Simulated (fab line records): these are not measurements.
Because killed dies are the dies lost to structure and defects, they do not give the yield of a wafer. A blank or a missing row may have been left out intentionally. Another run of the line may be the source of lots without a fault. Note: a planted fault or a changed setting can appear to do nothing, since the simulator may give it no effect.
fab line records | flow sky130
record: lots: 11 wafers: 33 last-day: 50
route steps=708 shown METAL4@631 METAL5@666 PASSIVATION@683 PAD_OPEN@702
lots untouched by any fault: they come from a run of this same line in which no faults occurred
start-h: hours from the record's opening day to when the first of the lot's shown wafers began | wait-h: how many hours have passed since the lot's step before this one | " the same as in the row above | L1.1+2: one row covering several wafers at once | - either no value or no given start | * or withheld: withheld | < > ~ a bound
route shown NAME@n: names a module that has steps shown in the file, with the first one's number in the route | usual: mean/standard deviation taken from wafers without a fault | same: alike in all rows | chamber/n: place in a boat | sites: each site's reading | _std_site: their standard deviation | _edge_site: inner sites' mean taken away from outer sites' mean | radius-mm: for every site, how far away it sits from the centre of the wafer | mask NAME#n: copy n | behind: the last tool/chamber to shape the wafer | hold: cause of the lot's hold/its duration in hours/its outcome | device: names the non-switching transistor (n, p or np) | end of line: tests run on the same wafers once the route is complete | a step without rows: its recipe alone | killed: count of dies lost to structure and defects at first sort (not the wafer's yield) | map: a wafer's dies, x killed, . not, _ none there
set.NAME: the setting as run; set.NAME@STEP: as run at that earlier step | model.NAME: the simulator's own value behind a step, which no gauge read
one table for each step of the route and one row for each wafer, over a sample of lots
services: a tool's chamber out of use, with start hour (start-h, from the record's first day; less than 0 if before it), hours out, and reason
== steps ==
step: SKY_METAL4_DESCUM_15
recipe: chemistry: O2 source-power-w: 150 bias-power-w: 0 pressure-mtorr: 10 temp-c: 40 time-s: 8
usual: drypump-motor-current-A: 5.6/0.32 oes-product-au: 0.997/0.0086
columns lot.wafer tool chamber start-h wait-h drypump-motor-current-A oes-product-au rf-hours-counter-h
L168.4 rie-metal-01 0 992.00 0.0 5.2 1.003 -
L168.5 " 1 " " 5.7 1.000 -
L168.6 " 0 " " 5.2 0.998 -
L169.1 rie-metal-03 0 1004.34 0.0 5.5 0.993 3
L169.2 " 1 " " 5.7 0.989 9
L169.4 " 0 " " 5.5 0.994 -
L170.1 rie-metal-04 0 1008.59 0.0 6.3 1.016 8
L170.2 " 1 " " 5.3 0.995 12
L170.5 " 0 " " 6.3 1.012 -
L172.2 rie-metal-03 1 1017.74 0.0 5.7 0.990 10
L172.3 " 0 " " 5.5 0.982 -
L172.6 " 0 " " 5.4 0.986 -
L174.4 rie-metal-01 0 1028.79 0.0 5.3 1.010 -
L174.5 " 1 " " 5.7 0.990 -
L174.6 " 0 " " 5.2 1.005 -
L175.4 rie-metal-01 0 1037.19 0.0 5.3 1.004 -
L175.5 " 0 " " 5.3 1.020 -
L175.6 " 1 " " 5.7 0.986 -
L177.3 rie-metal-04 1 1048.05 0.0 5.3 0.999 -
L177.5 " 0 " " 6.4 1.004 -
L177.6 " 1 " " 5.3 0.989 -
L179.1 rie-metal-03 1 1060.24 0.0 5.7 0.996 13
L179.2 " 0 " " 5.5 0.993 7
L179.5 " 1 " " 5.7 0.999 -
L185.1 rie-metal-03 1 1102.08 0.0 5.7 0.996 16
L185.4 " 0 " " 5.5 0.986 -
L185.5 " 0 " " 5.5 1.001 -
L187.1 rie-metal-01 0 1105.98 0.0 5.3 0.993 22
L187.3 " 0 " " 5.3 1.001 -
L187.4 " 1 " " 5.7 0.984 -
L190.3 rie-metal-01 0 1133.91 0.0 5.3 1.009 -
L190.4 " 0 " " 5.3 1.000 -
L190.6 " 0 " " 5.2 1.001 -
step: SKY_METAL5_RS_MEAS_05
recipe: thk-meas-gauge: four-point-probe reads: TiN_of_METAL5_SPUTTER_04+Ti_of_METAL5_SPUTTER_03+AlCu_of_METAL5_SPUTTER_02+TiN_of_METAL5_SPUTTER_01+Ti_of_METAL5_SPUTTER_00
usual: METAL5_ALCU_RS: 0.02703/0.00026
columns lot.wafer tool chamber start-h wait-h METAL5_ALCU_RS[ohm/sq]
L168.4 film-metro-02 - 1018.27 0.1 0.02701
L168.5 " - " " 0.02694
L168.6 " - " " 0.02713
L169.1 film-metro-02 - 1029.44 0.0 0.02722
L169.2 " - " " 0.0269
L169.4 " - " " 0.02685
L170.1 film-metro-03 - 1034.84 0.0 0.02687
L170.2 " - " " 0.02645
L170.5 " - " " 0.02664
L172.2 film-metro-02 - 1044.33 0.0 0.02689
L172.3 " - " " 0.02689
L172.6 " - " " 0.02704
L174.4 film-metro-03 - 1053.65 0.1 0.02681
L174.5 " - " " 0.0268
L174.6 " - " " 0.02689
L175.4 film-metro-04 - 1061.51 0.1 0.02725
L175.5 " - " " 0.02726
L175.6 " - " " 0.0272
L177.3 film-metro-02 - 1072.48 0.1 0.02643
L177.5 " - " " 0.0269
L177.6 " - " " 0.02672
L179.1 film-metro-02 - 1083.88 0.0 0.02696
L179.2 " - " " 0.02696
L179.5 " - " " 0.0272
L185.1 film-metro-04 - 1125.39 0.0 0.02698
L185.4 " - " " 0.0271
L185.5 " - " " 0.02721
L187.1 film-metro-04 - 1129.17 0.0 0.02723
L187.3 " - " " 0.02685
L187.4 " - " " 0.02701
L190.3 film-metro-04 - 1154.92 0.1 0.02631
L190.4 " - " " 0.02667
L190.6 " - " " 0.02663
step: SKY_PASSIVATION_CVD_02
recipe: material: Si3N4 target-thk-nm: 540 temp-c: 400 time-s: withheld rf-w: 450
usual: heater-power-w: 685/110
columns lot.wafer tool chamber start-h wait-h heater-power-w
L168.4 pecvd-02 2 1041.91 0.1 716
L168.5 " 0 " " 586
L168.6 " 1 " " 649
L169.1 pecvd-03 1 1052.19 0.1 469
L169.2 " 2 " " 741
L169.4 " 2 " " 797
L170.1 pecvd-03 0 1057.82 0.1 865
L170.2 " 2 " " 828
L170.5 " 2 " " 869
L172.2 pecvd-03 0 1066.68 0.0 774
L172.3 " 2 " " 858
L172.6 " 2 " " 869
L174.4 pecvd-02 0 1076.43 0.1 736
L174.5 " 1 " " 602
L174.6 " 2 " " 702
L175.4 pecvd-02 0 1083.71 0.1 583
L175.5 " 2 " " 709
L175.6 " 0 " " 632
L177.3 pecvd-02 1 1093.86 0.0 642
L177.5 " 1 " " 653
L177.6 " 0 " " 729
L179.1 pecvd-02 1 1105.69 0.1 583
L179.2 " 0 " " 598
L179.5 " 2 " " 695
L185.1 pecvd-03 1 1145.27 0.1 514
L185.4 " 2 " " 801
L185.5 " 0 " " 881
L187.1 pecvd-01 1 1148.41 0.1 577
L187.3 " 0 " " 653
L187.4 " 0 " " 656
L190.3 pecvd-03 1 1173.12 0.0 488
L190.4 " 0 " " 886
L190.6 " 2 " " 862
step: SKY_PASSIVATION_THK_MEAS_03
recipe: reads: Si3N4_of_PASSIVATION_CVD_02
usual: PASSIVATION_CVD_02_THK: 540/6.4
columns lot.wafer tool chamber start-h wait-h PASSIVATION_CVD_02_THK[nm]
L168.4 film-metro-02 - 1042.05 - 542
L168.5 " - " " 542
L168.6 " - " " 539
L169.1 film-metro-03 - 1052.53 - 539
L169.2 " - " " 539
L169.4 " - " " 547
L170.1 film-metro-03 - 1058.15 - 542
L170.2 " - " " 542
L170.5 " - " " 550
L172.2 film-metro-01 - 1066.91 - 535
L172.3 " - " " 537
L172.6 " - " " 542
L174.4 film-metro-02 - 1076.57 - 550
L174.5 " - " " 557
L174.6 " - " " 551
L175.4 film-metro-03 - 1083.97 - 537
L175.5 " - " " 543
L175.6 " - " " 540
L177.3 film-metro-03 - 1094.28 - 590
L177.5 " - " " 602
L177.6 " - " " 599
L179.1 film-metro-03 - 1105.91 - 597
L179.2 " - " " 585
L179.5 " - " " 603
L185.1 film-metro-01 - 1145.49 - 535
L185.4 " - " " 548
L185.5 " - " " 555
L187.1 film-metro-01 - 1148.64 - 537
L187.3 " - " " 540
L187.4 " - " " 543
L190.3 film-metro-02 - 1173.36 - 534
L190.4 " - " " 545
L190.6 " - " " 544
step: SKY_PAD_OPEN_STRIP_08
recipe: chemistry: O2/N2 power-w: 1400 pressure-mtorr: 1500 platen-temp-c: withheld overash-fraction: 0.7 o2-flow-sccm: 3000 n2-flow-sccm: 300
usual: drypump-motor-current-A: 5.71/0.14 oes-product-au: 0.663/0.0047 strip-time-to-endpoint-s: 37.07/0.081
columns lot.wafer tool chamber start-h wait-h drypump-motor-current-A oes-product-au rf-hours-counter-h strip-time-to-endpoint-s
L168.4 plasma-asher-01 1 1085.26 0.1 5.73 0.664 - 37.06
L168.5 " 1 " " 5.74 0.664 - 36.90
L168.6 " 0 " " 5.51 0.656 - 37.14
L169.1 plasma-asher-02 1 1094.03 0.1 5.85 0.672 94 36.97
L169.2 " 0 " " 5.62 0.664 94 36.94
L169.4 " 0 " " 5.62 0.663 - 36.95
L170.1 plasma-asher-04 1 1100.28 0.1 5.87 0.669 3 36.97
L170.2 " 0 " " 5.75 0.660 3 37.06
L170.5 " 1 " " 5.86 0.674 - 37.06
L172.2 plasma-asher-04 0 1108.53 0.1 5.75 0.665 4 37.07
L172.3 " 0 " " 5.76 0.664 - 37.04
L172.6 " 0 " " 5.75 0.667 - 37.02
L174.4 plasma-asher-04 1 1118.01 0.1 5.88 0.665 - 37.02
L174.5 " 1 " " 5.87 0.666 - 37.22
L174.6 " 0 " " 5.76 0.658 - 37.08
L175.4 plasma-asher-01 1 1124.81 0.1 5.73 0.661 - 37.11
L175.5 " 0 " " 5.48 0.671 - 37.09
L175.6 " 1 " " 5.72 0.659 - 37.10
L177.3 plasma-asher-02 0 1133.91 0.1 5.63 0.656 - 37.14
L177.5 " 0 " " 5.62 0.660 - 37.06
L177.6 " 1 " " 5.86 0.663 - 37.16
L179.1 plasma-asher-02 0 1144.98 0.1 5.61 0.660 98 37.04
L179.2 " 1 " " 5.87 0.661 98 37.03
L179.5 " 1 " " 5.86 0.662 - 36.95
L185.1 plasma-asher-01 1 1179.23 0.1 5.78 0.659 75 37.21
L185.4 " 0 " " 5.50 0.654 - 37.08
L185.5 " 0 " " 5.49 0.657 - 37.12
L187.1 plasma-asher-01 0 1182.68 0.1 5.50 0.662 75 37.05
L187.3 " 0 " " 5.49 0.667 - 36.96
L187.4 " 1 " " 5.75 0.663 - 36.94
L190.3 plasma-asher-01 0 1205.51 0.1 5.49 0.657 - 37.05
L190.4 " 1 " " 5.77 0.664 - 37.04
L190.6 " 0 " " 5.48 0.664 - 37.10
step: SKY_PAD_OPEN_PROBE_99
usual: defect-limited-yield: 82.5/2 killed_at_M0_to_M3: 44/7 killed_at_M4_up: 3.4/1.7 killed-at-contacts: 24/4.9 killed-at-front-end: 15/4.5 killed-at-other: 0.4/0.61 killed-dies: 86/9.7 killed-open: 47/7.1 killed-short: 39/6.1 sort_bin_3_pad_short: 0.9/0.42 sort_bin_5_function: 10.4/1.4 sort_bin_6_memory: 6.2/1.2 sort-n-pass: 406/9.7 sort-yield-pct: 82.5/2
same: gross-dies: 492 killed-at-back-side: 0 sort_bin_4_leakage[%]: 0 sort_bin_8_speed[%]: 0
columns lot.wafer tool chamber start-h wait-h defect-limited-yield[%] killed_at_M0_to_M3 killed_at_M4_up killed-at-contacts killed-at-front-end killed-at-other killed-dies killed-open killed-short sort_bin_3_pad_short[%] sort_bin_5_function[%] sort_bin_6_memory[%] sort-n-pass sort-yield-pct[%]
L175.4 prober-02 - 1127.14 0.2 81.7 52 2 23 13 0 90 56 33 0.2 10.0 8.1 402 81.7
L175.5 prober-02 - 1127.19 0.2 83.7 39 4 23 14 0 80 43 37 0.6 10.8 4.9 412 83.7
L175.6 prober-02 - 1127.24 0.2 81.1 55 1 20 17 0 93 53 40 0.4 12.2 6.3 399 81.1
L185.1 prober-01 - 1181.48 0.1 81.7 37 5 31 17 0 90 52 37 0.6 10.6 7.1 402 81.7
L185.4 prober-01 - 1181.63 0.2 77.4 62 4 22 22 1 111 60 51 1.0 14.2 7.3 381 77.4
L185.5 prober-01 - 1181.68 0.2 80.9 51 3 23 17 0 94 52 41 0.6 10.0 8.5 398 80.9
L187.1 prober-02 - 1184.89 0.1 79.3 47 4 36 15 0 102 61 41 1.4 13.0 6.3 390 79.3
L187.3 prober-02 - 1184.99 0.2 80.3 46 2 26 23 0 97 51 46 2.2 10.4 7.1 395 80.3
L187.4 prober-02 - 1185.04 0.2 85.8 35 3 21 10 1 70 38 31 1.8 6.7 5.7 422 85.8
L190.3 prober-01 - 1207.79 0.2 84.6 41 2 19 14 0 76 40 36 1.2 10.4 3.9 416 84.6
L190.4 prober-01 - 1207.84 0.2 83.1 48 3 14 18 0 83 36 47 1.2 9.8 5.9 409 83.1
L190.6 prober-01 - 1207.94 0.2 83.7 37 2 24 17 0 80 43 35 1.2 11.2 3.9 412 83.7
killed by level:class
L175.4 VIA1:geometric-particle:open=13 VIA2:geometric-particle:open=10 VIA3:geometric-particle:open=8 CONTACT:geometric-particle:open=7 LI_CONTACT:geometric-particle:open=6 LOCAL_INTERCONNECT:geometric-particle:short=5 METAL1:geometric-particle:short=5 VIA1:geometric-particle:short=5
L175.5 VIA1:geometric-particle:open=11 FIELD_ISO:geometric-particle:short=7 LOCAL_INTERCONNECT:geometric-particle:short=7 LI_CONTACT:geometric-particle:open=6 CONTACT:geometric-particle:open=6 VIA1:geometric-particle:short=6 VIA2:geometric-particle:open=6 METAL1:geometric-particle:open=4
L175.6 VIA1:geometric-particle:open=12 CONTACT:geometric-particle:open=11 VIA3:geometric-particle:open=8 VIA1:geometric-particle:short=7 VIA2:geometric-particle:short=7 VIA2:geometric-particle:open=6 METAL1:geometric-particle:short=5 POLY_GATE:geometric-particle:short=4
L185.1 CONTACT:geometric-particle:open=15 VIA1:geometric-particle:open=8 LI_CONTACT:geometric-particle:open=6 VIA3:geometric-particle:open=6 VIA2:geometric-particle:open=5 CONTACT:geometric-particle:short=4 VIA1:geometric-particle:short=4 VIA3:geometric-particle:short=4
L185.4 VIA1:geometric-particle:open=17 CONTACT:geometric-particle:open=11 METAL1:geometric-particle:short=8 METAL2:geometric-particle:short=8 FIELD_ISO:geometric-particle:open=7 VIA3:geometric-particle:open=7 POLY_GATE:geometric-particle:short=6 LI_CONTACT:geometric-particle:open=5
L185.5 CONTACT:geometric-particle:open=12 VIA1:geometric-particle:open=11 METAL1:geometric-particle:short=8 VIA3:geometric-particle:open=7 VIA2:geometric-particle:open=6 FIELD_ISO:geometric-particle:open=5 LI_CONTACT:geometric-particle:open=5 FIELD_ISO:geometric-particle:short=4
L187.1 CONTACT:geometric-particle:open=15 VIA1:geometric-particle:open=13 VIA2:geometric-particle:open=10 VIA3:geometric-particle:open=8 POLY_GATE:geometric-particle:short=6 LOCAL_INTERCONNECT:geometric-particle:short=6 LI_CONTACT:geometric-particle:open=5 POLY_GATE:geometric-particle:open=4
L187.3 VIA1:geometric-particle:open=11 LI_CONTACT:geometric-particle:open=10 VIA1:geometric-particle:short=10 METAL1:geometric-particle:short=9 CONTACT:geometric-particle:open=8 FIELD_ISO:geometric-particle:open=7 METAL2:geometric-particle:short=7 FIELD_ISO:geometric-particle:short=5
L187.4 VIA1:geometric-particle:open=10 CONTACT:geometric-particle:open=9 METAL1:geometric-particle:short=6 LI_CONTACT:geometric-particle:open=5 VIA1:geometric-particle:short=5 METAL3:geometric-particle:short=3 VIA3:geometric-particle:open=3 FIELD_ISO:geometric-particle:short=2
L190.3 VIA1:geometric-particle:open=13 METAL2:geometric-particle:short=7 CONTACT:geometric-particle:open=6 POLY_GATE:geometric-particle:short=5 LI_CONTACT:geometric-particle:open=5 VIA2:geometric-particle:open=5 FIELD_ISO:geometric-particle:short=4 LOCAL_INTERCONNECT:geometric-particle:short=4
L190.4 VIA1:geometric-particle:open=10 POLY_GATE:geometric-particle:short=9 VIA1:geometric-particle:short=9 VIA3:geometric-particle:open=7 VIA2:geometric-particle:short=6 POLY_GATE:geometric-particle:open=5 LI_CONTACT:geometric-particle:open=5 METAL2:geometric-particle:short=5
L190.6 VIA1:geometric-particle:open=10 LI_CONTACT:geometric-particle:open=7 CONTACT:geometric-particle:open=7 METAL1:geometric-particle:short=6 VIA3:geometric-particle:open=5 LI_CONTACT:geometric-particle:short=4 VIA1:geometric-particle:short=4 VIA3:geometric-particle:short=4
== services ==
columns tool chamber start-h hours kind
pecvd-03 - 975.01 17.5 repair
rie-metal-03 - 988.28 4.3 pm
pecvd-02 1 995.60 2.1 scheduled-down
pecvd-02 1 999.38 - clean
pecvd-02 1 999.38 - consumable-replace:showerhead
plasma-asher-02 - 1001.02 6.4 repair
pecvd-01 - 1001.20 5.6 repair
pecvd-01 - 1012.35 3.3 repair
rie-metal-04 - 1033.62 2.8 pm
plasma-asher-04 - 1055.25 9.0 pm
plasma-asher-02 - 1081.60 10.9 repair
rie-metal-01 1 1093.26 3.6 repair
plasma-asher-02 - 1094.85 2.6 repair
plasma-asher-04 - 1094.92 4.0 repair
rie-metal-03 - 1096.40 2.8 pm
rie-metal-03 0 1121.30 18.7 repair
pecvd-01 - 1123.21 2.7 repair
pecvd-01 - 1128.81 2.8 pm
plasma-asher-01 - 1132.28 2.8 pm
rie-metal-03 1 1147.55 3.6 repair
pecvd-02 - 1164.85 1.5 repair
plasma-asher-02 - 1174.41 0.9 repair
pecvd-01 0 1177.93 9.9 repair
pecvd-02 1 1184.39 4.0 repair
== key ==
first-sign: step: SKY_PASSIVATION_THK_MEAS_03 reading: PASSIVATION_CVD_02_THK direction: up sigmas: 8.7 usual: 540 struck: 596
effect none on later readings
met-at SKY_PASSIVATION_CVD_02
struck-lots L177,L179
not-acting-at SKY_METAL4_DESCUM_15,SKY_METAL5_RS_MEAS_05,SKY_PAD_OPEN_STRIP_08
onset-between 1083.71 1093.86
fault: kind: process-parameter-drift tool: pecvd-02 chamber: - onset-h: 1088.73 steps: SKY_PASSIVATION_CVD_02 channel: time-s offset: withheld shape: step end-h: 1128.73 acts-in: *
